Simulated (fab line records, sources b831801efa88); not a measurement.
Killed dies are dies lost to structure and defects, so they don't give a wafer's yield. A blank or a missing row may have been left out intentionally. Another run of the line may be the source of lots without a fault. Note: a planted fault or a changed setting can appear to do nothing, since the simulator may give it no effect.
fab line records    flow sky130
record: lots: 6  wafers: 18  last-day: 50
route steps=708 shown METAL3@555
lots that met no fault: taken from a fault-free run of the same line
start-h: hours from the record's opening day to when the first of the lot's shown wafers began    wait-h: hours since the lot's step before    " same as the row above    L1.1+2: a row that stands for several wafers    - either no value or no given start    * or withheld: withheld    < > ~ a bound
route shown NAME@n: names a module that has steps shown in the file, with the first one's number in the route    usual: mean and standard deviation over wafers with no fault    same: alike in all rows    chamber/n: place in a boat    sites: the reading at each site    _std_site: how widely they spread, as a standard deviation    _edge_site: inner sites' mean taken away from outer sites' mean    radius-mm: how far each site lies from the wafer's centre    mask NAME#n: copy n    behind: tool/chamber where the wafer was last shaped    hold: the reason the lot was held/the length of the hold in hours/how it ended    device: whichever transistor did not switch (one of n, p or np)    end of line: the route-end tests of the same wafers    step lacking rows: just its recipe    killed: the dies lost at the first sort to structure and to defects; this is not the yield of the wafer    map: dies across one wafer; x = killed, . = not, _ = none there
set.NAME: the setting the step ran with; set.NAME@STEP: the setting that earlier step ran with    model.NAME: the simulator's own value behind a step, which no gauge read
a table for each step, a row for each wafer; lots at some steps of the route
services: the hour from which a tool's chamber was out of use, counted from the record's first day as start-h (under 0 if before that day), plus the number of hours and why
== steps ==
step: SKY_METAL3_DEHYDRATE_05
recipe: temp-c: 200  time-s: 60
step: SKY_METAL3_HMDS_06
recipe: prime-time-s: 60  prime-temp-c: 120
step: SKY_METAL3_COAT_07
recipe: resist: BARC  temp-c: withheld  time-s: withheld  spin-rpm: 3000  resist-thk-nm: 60
step: SKY_METAL3_COAT_08
recipe: resist: KrF-thick  spin-rpm: 3000  resist-thk-nm: 1140
step: SKY_METAL3_SOFTBAKE_09
recipe: temp-c: 100  time-s: 90  resist: KrF-thick
step: SKY_METAL3_EXPOSE_10
recipe: mask-id: MM3  na: 0.68  source-shape: annular  sigma-inner: 0.4  sigma-outer: 0.8  target-cd-nm: 300  dose-mj: 28
step: SKY_METAL3_PEB_11
recipe: peb-temp-c: withheld  peb-time-s: withheld  resist: KrF-thick
step: SKY_METAL3_DEVELOP_12
recipe: develop-time-s: 60  resist: KrF-thick  dev-temp-c: 21
step: SKY_METAL3_CD_MEAS_13
recipe: target-cd-nm: 300
usual: cd-nm: 299.5/1.3
lot.wafer  tool       chamber  start-h  wait-h  cd-nm
L681.1     cd-sem-01  -        974.97   -       300.1
L681.3     "          -        "        "       300.0
L681.5     "          -        "        "       301.4
L683.2     cd-sem-01  -        988.24   -       297.2
L683.3     "          -        "        "       299.3
L683.6     "          -        "        "       298.6
L684.1     cd-sem-01  -        991.62   -       299.8
L684.4     "          -        "        "       299.1
L684.6     "          -        "        "       299.2
L685.2     cd-sem-01  -        1004.66  -       300.4
L685.5     "          -        "        "       300.2
L685.6     "          -        "        "       298.9
L690.3     cd-sem-01  -        1033.66  -       300.4
L690.5     "          -        "        "       301.0
L690.6     "          -        "        "       301.0
L693.3     cd-sem-01  -        1053.51  -       298.5
L693.5     "          -        "        "       298.6
L693.6     "          -        "        "       299.5
step: SKY_METAL3_OVL_MEAS_14
usual: METAL3_OVL: -3/5.6
lot.wafer  tool        chamber  start-h  wait-h  METAL3_OVL[nm]
L681.1     overlay-02  -        975.09   0.1     2
L681.3     "           -        "        "       -9
L681.5     "           -        "        "       -4
L683.2     overlay-01  -        988.34   0.1     8
L683.3     "           -        "        "       -3
L683.6     "           -        "        "       6
L684.1     overlay-01  -        991.74   0.1     -2
L684.4     "           -        "        "       -5
L684.6     "           -        "        "       -2
L685.2     overlay-02  -        1004.77  0.1     -1
L685.5     "           -        "        "       4
L685.6     "           -        "        "       9
L690.3     overlay-02  -        1033.75  0.1     7
L690.5     "           -        "        "       13
L690.6     "           -        "        "       8
L693.3     overlay-02  -        1053.61  0.1     -3
L693.5     "           -        "        "       -2
L693.6     "           -        "        "       -10
step: SKY_METAL3_DESCUM_15
recipe: chemistry: O2  source-power-w: 150  bias-power-w: 0  pressure-mtorr: 10  temp-c: 40  time-s: 8
usual: drypump-motor-current-A: 6.0/0.39  oes-product-au: 1.005/0.0072
lot.wafer  tool          chamber  start-h  wait-h  drypump-motor-current-A  oes-product-au  rf-hours-counter-h
L681.1     rie-metal-03  1        975.13   0.0     5.1                      1.007           18
L681.3     "             1        "        "       5.1                      1.006           -
L681.5     "             0        "        "       5.7                      0.993           -
L683.2     rie-metal-02  0        988.37   0.0     5.8                      1.007           8
L683.3     "             1        "        "       6.6                      1.009           -
L683.6     "             1        "        "       6.5                      1.012           -
L684.1     rie-metal-01  1        991.77   0.0     6.2                      0.993           14
L684.4     "             1        "        "       6.2                      0.998           -
L684.6     "             0        "        "       6.2                      1.011           -
L685.2     rie-metal-03  1        1004.80  0.0     5.1                      0.996           21
L685.5     "             1        "        "       5.1                      0.998           -
L685.6     "             0        "        "       5.8                      0.998           -
L690.3     rie-metal-01  0        1033.78  0.0     6.2                      1.009           -
L690.5     "             0        "        "       6.2                      1.008           -
L690.6     "             1        "        "       6.2                      0.998           -
L693.3     rie-metal-01  1        1053.65  0.0     6.2                      0.993           -
L693.5     "             1        "        "       6.2                      1.014           -
L693.6     "             1        "        "       6.2                      1.004           -
step: SKY_METAL3_ETCH_16
recipe: chemistry: N2/H2  target: BARC  ion-energy-ev: 200  bias-w: 100  pressure-mtorr: 30  n2-flow-sccm: 100  h2-flow-sccm: 200  icp-w: 500  stop-on: SiO2  time-s: 88.2  target-depth-a: 600
usual: bias-w: 100.0/0.32  chamber-pressure-mTorr: 29.999/0.025  drypump-motor-current-A: 6.0/0.39  oes-product-au: 0.625/0.0049  throttle-valve-pct: 13.204/0.0093
lot.wafer  tool          chamber  start-h  wait-h  bias-w  chamber-pressure-mTorr  drypump-motor-current-A  oes-product-au  rf-hours-counter-h  throttle-valve-pct
L681.1     rie-metal-03  1        975.16   0.0     100.1   30.009                  5.1                      0.634           18                  13.214
L681.3     "             1        "        "       99.9    29.990                  5.1                      0.620           -                   13.206
L681.5     "             0        "        "       100.1   30.015                  5.8                      0.626           -                   13.204
L683.2     rie-metal-02  0        988.40   0.0     100.1   29.988                  5.8                      0.623           8                   13.194
L683.3     "             1        "        "       99.8    30.025                  6.6                      0.627           -                   13.204
L683.6     "             1        "        "       100.1   29.999                  6.6                      0.631           -                   13.218
L684.1     rie-metal-01  1        991.80   0.0     99.9    29.949                  6.2                      0.633           14                  13.205
L684.4     "             1        "        "       100.3   30.015                  6.2                      0.632           -                   13.194
L684.6     "             0        "        "       99.9    30.011                  6.2                      0.628           -                   13.197
L685.2     rie-metal-03  1        1004.83  0.0     100.1   30.028                  5.1                      0.632           21                  13.203
L685.5     "             1        "        "       100.0   30.012                  5.1                      0.634           -                   13.226
L685.6     "             0        "        "       100.4   29.994                  5.8                      0.621           -                   13.185
L690.3     rie-metal-01  0        1033.84  0.0     100.2   29.979                  6.3                      0.622           -                   13.204
L690.5     "             0        "        "       100.1   30.036                  6.2                      0.626           -                   13.198
L690.6     "             1        "        "       99.3    29.995                  6.2                      0.622           -                   13.203
L693.3     rie-metal-01  1        1053.76  0.1     99.9    30.052                  6.2                      0.619           -                   13.219
L693.5     "             1        "        "       100.1   30.014                  6.2                      0.630           -                   13.210
L693.6     "             1        "        "       99.8    30.003                  6.2                      0.621           -                   13.183
step: SKY_METAL3_ETCH_17
recipe: target: SiO2  stop-on: TiN  chemistry: C4F8/O2/Ar  source-w: 1500  bias-w: 1200  pressure-mtorr: 40  c4f8-flow-sccm: withheld  O2_flow_sccm: 6  Ar_flow_sccm: 300  time-s: 3.9  target-depth-a: 150
usual: bias-w: 1200/3.5  chamber-pressure-mTorr: 40.01/0.037  oes-product-au: 0.757/0.0073
lot.wafer  tool         chamber  start-h  wait-h  bias-w  chamber-pressure-mTorr  oes-product-au  rf-hours-counter-h
L681.1     rie-diel-03  0        975.26   0.1     1194    39.98                   0.754           13
L681.3     "            2        "        "       1201    40.01                   0.749           5
L681.5     "            1        "        "       1202    40.00                   0.755           -
L683.2     rie-diel-04  2        988.50   0.1     -       -                       -               -
L683.3     "            3        "        "       -       -                       -               -
L683.6     "            1        "        "       -       -                       -               -
L684.1     rie-diel-04  2        991.90   0.1     -       -                       -               -
L684.4     "            1        "        "       -       -                       -               -
L684.6     "            1        "        "       -       -                       -               -
L685.2     rie-diel-04  2        1004.93  0.1     1191    40.02                   0.747           8
L685.5     "            2        "        "       1199    40.00                   0.753           -
L685.6     "            1        "        "       1191    39.97                   0.752           -
L690.3     rie-diel-04  3        1033.90  0.0     1198    39.98                   0.755           17
L690.5     "            3        "        "       1195    39.94                   0.771           -
L690.6     "            2        "        "       1206    40.00                   0.762           -
L693.3     rie-diel-03  2        1053.89  0.1     1201    40.03                   0.751           8
L693.5     "            0        "        "       1202    39.99                   0.764           -
L693.6     "            3        "        "       1201    39.98                   0.763           -
step: SKY_METAL3_METAL_ETCH_18
recipe: target-depth-a: 8450  stop-on: SiO2  over-etch-frac: 0.3  time-s: 183.1  chemistry: Cl2/BCl3  resist-sidewall-deg: 88  pressure-mtorr: 10  icp-w: 900  bias-w: 48.5  Cl2_flow_sccm: 60  bcl3-flow-sccm: 30
usual: bcl3-flow-sccm: 30.02/0.098  bias-w: 48.50/0.14  drypump-motor-current-A: 5.9/0.47  oes-product-au: 0.864/0.0068  throttle-valve-pct: 22.265/0.0092
lot.wafer  tool          chamber  start-h  wait-h  bcl3-flow-sccm  bias-w  drypump-motor-current-A  oes-product-au  rf-hours-counter-h  throttle-valve-pct
L681.1     rie-metal-01  1        975.28   0.0     29.92           48.58   6.2                      0.844           13                  22.270
L681.3     "             0        "        "       30.10           48.56   6.2                      0.862           -                   22.261
L681.5     "             1        "        "       29.91           48.61   6.2                      0.865           -                   22.266
L683.2     rie-metal-03  0        988.52   0.0     30.14           48.39   5.8                      0.870           7                   22.260
L683.3     "             0        "        "       30.02           48.25   5.7                      0.863           -                   22.249
L683.6     "             1        "        "       29.94           48.18   5.1                      0.861           -                   22.256
L684.1     rie-metal-02  1        991.92   0.0     29.95           48.36   6.5                      0.865           2                   22.263
L684.4     "             0        "        "       29.95           48.40   5.8                      0.864           -                   22.250
L684.6     "             0        "        "       29.87           48.61   5.8                      0.871           -                   22.256
L685.2     rie-metal-02  1        1004.95  0.0     30.10           48.51   6.5                      0.861           3                   22.266
L685.5     "             1        "        "       30.20           48.50   6.5                      0.868           -                   22.278
L685.6     "             0        "        "       30.08           48.51   5.8                      0.869           -                   22.263
L690.3     rie-metal-03  0        1033.98  0.1     29.96           48.63   5.8                      0.859           -                   22.266
L690.5     "             0        "        "       29.99           48.53   5.8                      0.871           -                   22.257
L690.6     "             1        "        "       30.06           48.55   5.1                      0.859           -                   22.260
L693.3     rie-metal-02  0        1053.97  0.1     29.86           48.27   5.8                      0.862           -                   22.266
L693.5     "             0        "        "       29.89           48.26   5.8                      0.861           -                   22.281
L693.6     "             1        "        "       30.07           48.46   6.5                      0.860           -                   22.247
== services ==
tool          chamber  start-h  hours  kind
rie-diel-04   3        957.27   6.1    repair
rie-metal-03  -        959.00   2.8    pm
rie-metal-01  0        1016.41  -      clean
rie-metal-01  0        1016.41  13.1   scheduled-down
rie-metal-01  0        1016.41  13.1   vent-cycle
rie-metal-02  -        1019.13  0.2    repair
rie-metal-01  0        1049.96  76.4   repair
== key ==
first-sign: step: SKY_METAL3_ETCH_17  reading: tool-record  direction: missing
effect none on later readings
met-at SKY_METAL3_ETCH_17
struck-wafers L683.2,L683.3,L683.6,L684.1,L684.4,L684.6
later-rows-left-out L683.2,L683.3,L683.6,L684.1,L684.4,L684.6
sort-left-out L683.2,L683.3,L683.6,L684.1,L684.4,L684.6
fault: kind: skipped-step-whole  tool: rie-diel-04  chamber: -  onset-h: 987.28  steps: SKY_METAL3_ETCH_17  scope: struck-lots-only
sort-left-out: the simulated sort isn't trusted on such a fault, so these wafers' sort isn't shown, and their yield isn't known
later-rows-left-out: the simulator's readings of these wafers behind a module that went badly wrong aren't trusted and aren't shown, but for the sort
